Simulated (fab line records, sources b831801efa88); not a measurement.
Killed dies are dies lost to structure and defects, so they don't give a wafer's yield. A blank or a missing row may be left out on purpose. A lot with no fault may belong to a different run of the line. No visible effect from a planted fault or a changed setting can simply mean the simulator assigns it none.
Chamber matching / flow gf180mcu / 4 sister chambers for GF_V2_ETCH_16 on rieDiel-01
The step etches BARC in N2/H2. 20 wafers are shown with their chamber, then 10 later ones without.

## EACH WAFER AND ITS CHAMBER
wafer=L075.1; chamber=2; drypumpMotorCurrentA (A)=5.34; oesProductAu (a.u.)=0.853; throttleValvePct (%)=13.234
wafer=L075.2; chamber=0; drypumpMotorCurrentA (A)=5.50; oesProductAu (a.u.)=0.857; throttleValvePct (%)=13.218
wafer=L075.3; chamber=3; drypumpMotorCurrentA (A)=6.19; oesProductAu (a.u.)=0.854; throttleValvePct (%)=13.219
wafer=L075.4; chamber=1; drypumpMotorCurrentA (A)=6.06; oesProductAu (a.u.)=0.854; throttleValvePct (%)=13.225
wafer=L075.5; chamber=1; drypumpMotorCurrentA (A)=6.06; oesProductAu (a.u.)=0.848; throttleValvePct (%)=13.218
wafer=L075.6; chamber=2; drypumpMotorCurrentA (A)=5.34; oesProductAu (a.u.)=0.852; throttleValvePct (%)=13.222
wafer=L076.1; chamber=2; drypumpMotorCurrentA (A)=5.32; oesProductAu (a.u.)=0.868; throttleValvePct (%)=13.219
wafer=L076.3; chamber=1; drypumpMotorCurrentA (A)=6.09; oesProductAu (a.u.)=0.848; throttleValvePct (%)=13.221
wafer=L076.6; chamber=1; drypumpMotorCurrentA (A)=6.08; oesProductAu (a.u.)=0.856; throttleValvePct (%)=13.221
wafer=L077.1; chamber=1; drypumpMotorCurrentA (A)=6.09; oesProductAu (a.u.)=0.850; throttleValvePct (%)=13.223
wafer=L077.5; chamber=1; drypumpMotorCurrentA (A)=6.09; oesProductAu (a.u.)=0.849; throttleValvePct (%)=13.218
wafer=L077.6; chamber=0; drypumpMotorCurrentA (A)=5.47; oesProductAu (a.u.)=0.856; throttleValvePct (%)=13.220
wafer=L080.1; chamber=2; drypumpMotorCurrentA (A)=5.35; oesProductAu (a.u.)=0.853; throttleValvePct (%)=13.228
wafer=L080.3; chamber=1; drypumpMotorCurrentA (A)=6.07; oesProductAu (a.u.)=0.851; throttleValvePct (%)=13.224
wafer=L080.6; chamber=1; drypumpMotorCurrentA (A)=6.07; oesProductAu (a.u.)=0.851; throttleValvePct (%)=13.227
wafer=L085.2; chamber=1; drypumpMotorCurrentA (A)=6.10; oesProductAu (a.u.)=0.854; throttleValvePct (%)=13.216
wafer=L085.3; chamber=2; drypumpMotorCurrentA (A)=5.31; oesProductAu (a.u.)=0.846; throttleValvePct (%)=13.220
wafer=L085.4; chamber=0; drypumpMotorCurrentA (A)=5.45; oesProductAu (a.u.)=0.848; throttleValvePct (%)=13.230
wafer=L088.4; chamber=3; drypumpMotorCurrentA (A)=6.20; oesProductAu (a.u.)=0.855; throttleValvePct (%)=13.224
wafer=L088.5; chamber=3; drypumpMotorCurrentA (A)=6.21; oesProductAu (a.u.)=0.861; throttleValvePct (%)=13.226

SIGNATURES, as means of the wafers listed above
reading=drypumpMotorCurrentA; chamber 0=5.4733; chamber 1=6.0789; chamber 2=5.3320; chamber 3=6.2000; scatter within a chamber=0.0163
reading=oesProductAu; chamber 0=0.85367; chamber 1=0.85122; chamber 2=0.85440; chamber 3=0.85667; scatter within a chamber=0.00505
reading=throttleValvePct; chamber 0=13.22267; chamber 1=13.22144; chamber 2=13.22460; chamber 3=13.22300; scatter within a chamber=0.00484
Rule: for a wafer and a chamber, the distance is found by dividing, reading by reading, the gap between the wafer's reading and the chamber's mean by the reading's scatter, squaring, summing and taking the root. If the next closest chamber is less than 2 further off than the closest, the wafer can't be placed; otherwise it belongs to the closest. The scatter: take each reading less its chamber's mean, square it, sum over the shown wafers, divide by the number of wafers less the number of chambers, and take the root.

## WAFERS WHOSE CHAMBER IS MISSING
wafer=L088.6; drypumpMotorCurrentA (A)=5.44; oesProductAu (a.u.)=0.853; throttleValvePct (%)=13.219
wafer=L090.1; drypumpMotorCurrentA (A)=5.44; oesProductAu (a.u.)=0.857; throttleValvePct (%)=13.224
wafer=L090.4; drypumpMotorCurrentA (A)=6.09; oesProductAu (a.u.)=0.852; throttleValvePct (%)=13.219
wafer=L090.6; drypumpMotorCurrentA (A)=5.47; oesProductAu (a.u.)=0.861; throttleValvePct (%)=13.242
wafer=L093.2; drypumpMotorCurrentA (A)=6.18; oesProductAu (a.u.)=0.851; throttleValvePct (%)=13.229
wafer=L093.5; drypumpMotorCurrentA (A)=6.08; oesProductAu (a.u.)=0.852; throttleValvePct (%)=13.212
wafer=L093.6; drypumpMotorCurrentA (A)=5.31; oesProductAu (a.u.)=0.861; throttleValvePct (%)=13.229
wafer=L097.2; drypumpMotorCurrentA (A)=6.22; oesProductAu (a.u.)=0.859; throttleValvePct (%)=13.226
wafer=L097.3; drypumpMotorCurrentA (A)=5.32; oesProductAu (a.u.)=0.853; throttleValvePct (%)=13.216
wafer=L097.6; drypumpMotorCurrentA (A)=6.09; oesProductAu (a.u.)=0.855; throttleValvePct (%)=13.222

## EACH ONE'S CHAMBER
wafer=L088.6; from the rows above=0; in truth=0
wafer=L090.1; from the rows above=0; in truth=0
wafer=L090.4; from the rows above=1; in truth=1
wafer=L090.6; from the rows above=0; in truth=0
wafer=L093.2; from the rows above=3; in truth=3
wafer=L093.5; from the rows above=1; in truth=1
wafer=L093.6; from the rows above=2; in truth=2
wafer=L097.2; from the rows above=3; in truth=3
wafer=L097.3; from the rows above=2; in truth=2
wafer=L097.6; from the rows above=1; in truth=1
10 of 10 placed correctly. Left unplaced by these rows: 0. Number placed wrongly: 0.
